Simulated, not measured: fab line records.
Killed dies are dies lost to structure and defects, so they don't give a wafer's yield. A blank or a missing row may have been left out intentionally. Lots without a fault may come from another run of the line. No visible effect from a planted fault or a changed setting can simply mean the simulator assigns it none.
Which tool is to blame?	flow sky130	11 lots with 33 wafers sampled at 6 steps, on a route of 708 steps

WHAT THE GAUGES READ, wafer by wafer
SKY_NWELL_THK_MEAS_02.
lot	measured	on	NWELL_OXIDATION_THK (nm)
L804	day 2 13:40	film metro-03	10.42 10.38 10.23
L806	day 3 01:51	film metro-04	9.84 9.95 10.15
L807	day 3 05:11	film metro-04	9.97 10.03 9.87
L809	day 3 14:03	film metro-04	9.89 9.88 10.03
L813	day 4 11:40	film metro-03	10.07 10.13 10.11
L814	day 4 17:02	film metro-04	10.21 10.03 10.14
L822	day 6 08:41	film metro-02	9.98 9.92 9.97
L823	day 6 17:20	film metro-02	9.77 9.71 9.75
L824	day 6 23:26	film metro-04	10.09 10.32 10.16
L826	day 7 07:49	film metro-02	10.24 10.18 10.30
L827	day 7 12:53	film metro-02	10.16 10.13 10.18

SKY_VT_ADJUST_PCH_TW_MEAS_10.
lot	measured	on	VT_ADJUST_PCH_TW
L804	day 10 09:21	film metro-01	143.1 143.3 143.5
L806	day 11 03:14	film metro-01	143.1 142.9 143.3
L807	day 11 10:17	film metro-04	141.9 142.7 143.0
L809	day 11 22:05	film metro-02	140.2 140.9 141.0
L813	day 13 05:28	film metro-02	141.3 141.2 141.2
L814	day 13 12:41	film metro-02	140.8 141.2 141.6
L822	day 15 23:37	film metro-04	142.9 142.0 142.1
L823	day 16 10:50	film metro-01	143.1 143.0 142.6
L824	day 16 20:16	film metro-04	142.9 142.5 142.1
L826	day 17 09:37	film metro-02	139.3 139.6 140.2
L827	day 17 14:35	film metro-04	142.5 142.4 142.8

SKY_POLY_GATE_THK_MEAS_01.
lot	measured	on	POLY_GATE_CVD_00_THK (nm)
L804	day 13 21:59	film metro-04	180.4 178.7 180.2
L806	day 14 18:51	film metro-04	179.1 176.9 179.5
L807	day 15 03:11	film metro-02	181.0 179.5 181.0
L809	day 15 23:30	film metro-02	179.2 178.9 180.2
L813	day 17 07:27	film metro-01	116.8 118.3 117.5
L814	day 17 12:01	film metro-04	118.2 118.1 116.8
L822	day 20 10:33	film metro-04	181.1 181.9 180.7
L823	day 20 19:50	film metro-01	180.6 180.7 178.4
L824	day 21 01:01	film metro-04	181.2 182.5 182.8
L826	day 21 20:50	film metro-02	181.7 183.5 182.9
L827	day 21 19:36	film metro-02	180.4 180.4 179.8

SKY_POLY_GATE_CD_MEAS_22.
lot	measured	on	cd nm (nm)
L804	day 16 20:49	cd sem-02	144.2 152.4 151.9
L806	day 17 09:53	cd sem-02	149.5 153.3 149.8
L807	day 17 14:48	cd sem-02	147.2 148.5 155.5
L809	day 18 21:46	cd sem-02	146.9 148.8 152.6
L813	day 20 01:33	cd sem-01	151.4 145.1 144.4
L814	day 20 03:13	cd sem-02	153.1 151.6 148.9
L822	day 23 02:59	cd sem-01	145.1 144.0 147.5
L823	day 23 12:17	cd sem-01	148.6 149.4 150.9
L824	day 23 17:22	cd sem-01	150.7 148.6 154.7
L826	day 24 12:41	cd sem-02	148.5 152.6 149.2
L827	day 24 11:26	cd sem-01	148.3 149.5 148.4

EACH LOT AND THE TOOL THAT RAN IT (in order: tool; ch and the chambers of the sampled wafers; start)
lot	SKY_POLY_GATE_CVD_00	SKY_POLY_GATE_ETCH_17
L804	lpcvd-01 ch 0, day 13 20:46	rie si-01 ch 0,3, day 16 18:39
L806	lpcvd-01 ch 0, day 14 17:37	rie si-01 ch 1,2, day 17 06:27
L807	lpcvd-01 ch 0, day 15 01:59	rie si-01 ch 1,2,3, day 17 13:17
L809	lpcvd-01 ch 1, day 15 22:18	rie si-02 ch 1,2, day 18 12:01
L813	lpcvd-01 ch 1, day 17 06:15	rie si-02 ch 1,3, day 19 23:59
L814	lpcvd-01 ch 1, day 17 10:48	rie si-01 ch 0,1,3, day 20 01:38
L822	lpcvd-01 ch 0, day 20 09:21	rie si-01 ch 1,3, day 23 01:26
L823	lpcvd-01 ch 1, day 20 18:37	rie si-01 ch 0,2,3, day 23 10:43
L824	lpcvd-01 ch 1, day 20 23:49	rie si-02 ch 0,1,3, day 23 15:22
L826	lpcvd-01 ch 0, day 21 19:38	rie si-01 ch 0,1, day 24 11:08
L827	lpcvd-01 ch 1, day 21 18:23	rie si-02 ch 2,3, day 24 09:53
- SKY_POLY_GATE_CVD_00: deposits poly-Si, target thk 180 nm, time 720 s.
- SKY_POLY_GATE_ETCH_17: etches poly-Si in HBr/Cl2, stops on SiO2, target depth 180 nm, time 70.5 s.

WHAT THE TOOLS THEMSELVES READ (means of the sampled wafers that have a number; where no wafer has one, the mark that the record gives instead)
SKY_POLY_GATE_CVD_00.
lot	tool	spike tc bottom C (C)	spike tc centre C (C)	spike tc lower C (C)	spike tc top C (C)	spike tc upper C (C)	susceptor temp C (C)	zone power top pct (%)	zone power upper pct (%)
L804	lpcvd-01	641.1	620.3	618.5	637.4	619.3	619.67	20.38	9.1
L806	lpcvd-01	639.3	619.3	618.8	638.6	618.9	619.78	20.43	9.1
L807	lpcvd-01	640.3	619.4	618.1	637.9	620.4	619.96	20.33	9.0
L809	lpcvd-01	638.0	618.6	620.9	639.1	619.0	619.96	20.22	9.8
L813	lpcvd-01	621.9	601.5	602.0	619.9	602.2	601.63	19.36	9.3
L814	lpcvd-01	621.0	600.7	602.7	621.4	602.1	601.24	19.41	9.4
L822	lpcvd-01	640.2	620.1	618.8	637.7	619.3	619.99	20.27	9.3
L823	lpcvd-01	639.4	618.5	619.5	638.4	619.4	620.05	20.41	9.9
L824	lpcvd-01	639.3	619.4	620.2	638.7	620.6	620.06	20.30	9.9
L826	lpcvd-01	640.6	619.3	619.2	639.0	619.5	620.09	20.24	9.1
L827	lpcvd-01	638.7	618.6	620.1	639.2	619.4	620.11	20.44	9.9

SKY_POLY_GATE_ETCH_17.
lot	tool	drypump motor current A (A)	oes product au (a.u.)	throttle valve pct (%)
L804	rie si-01	5.9	0.972	33.681
L806	rie si-01	5.4	0.984	33.674
L807	rie si-01	5.7	0.985	33.687
L809	rie si-02	6.0	0.983	33.686
L813	rie si-02	6.2	0.746	33.687
L814	rie si-01	5.6	0.744	33.688
L822	rie si-01	5.7	0.978	33.678
L823	rie si-01	5.9	0.976	33.683
L824	rie si-02	6.4	1.000	33.683
L826	rie si-01	5.5	0.997	33.677
L827	rie si-02	6.1	0.990	33.690

THE ANSWER, worked out from the rows above alone
Rule: usual is defined by the lots themselves. The widest of any qualifying gaps counts: lots, ordered by their means at a reading, are off when they make up no more than a third of the lots, leave a main group of 4 or more, and stand apart from it by 3 or more times the standard deviation of that group's means. Not used: any main group whose means are identical at the precision the tables above print for the reading. A lot without any number at a reading at which 4 lots or more have one is off too. Where the step has rows for the other lots, those lots are counted as sound. After the gauges, taken in route order, come the tools' own readings; for these a lot's mean is taken, as printed above. At the first step where some lot is off, the reading lying furthest off is the one used; lots without a number count as furthest.
Off: at SKY_POLY_GATE_THK_MEAS_01 (POLY_GATE_CVD_00_THK), L813, L814. Mean 180.5 nm and standard deviation 1.3 in the main group.
A tool fits if, at a process step before that reading, it ran every lot that is off, and no sound lot after the first of them. Not tried: the gauges at SKY_POLY_GATE_THK_MEAS_01; whatever is off there is also off at SKY_POLY_GATE_CVD_00, on other tools, and gauge error can't account for it. None of those tried fits.

WHAT THE SIMULATOR HAD INSERTED
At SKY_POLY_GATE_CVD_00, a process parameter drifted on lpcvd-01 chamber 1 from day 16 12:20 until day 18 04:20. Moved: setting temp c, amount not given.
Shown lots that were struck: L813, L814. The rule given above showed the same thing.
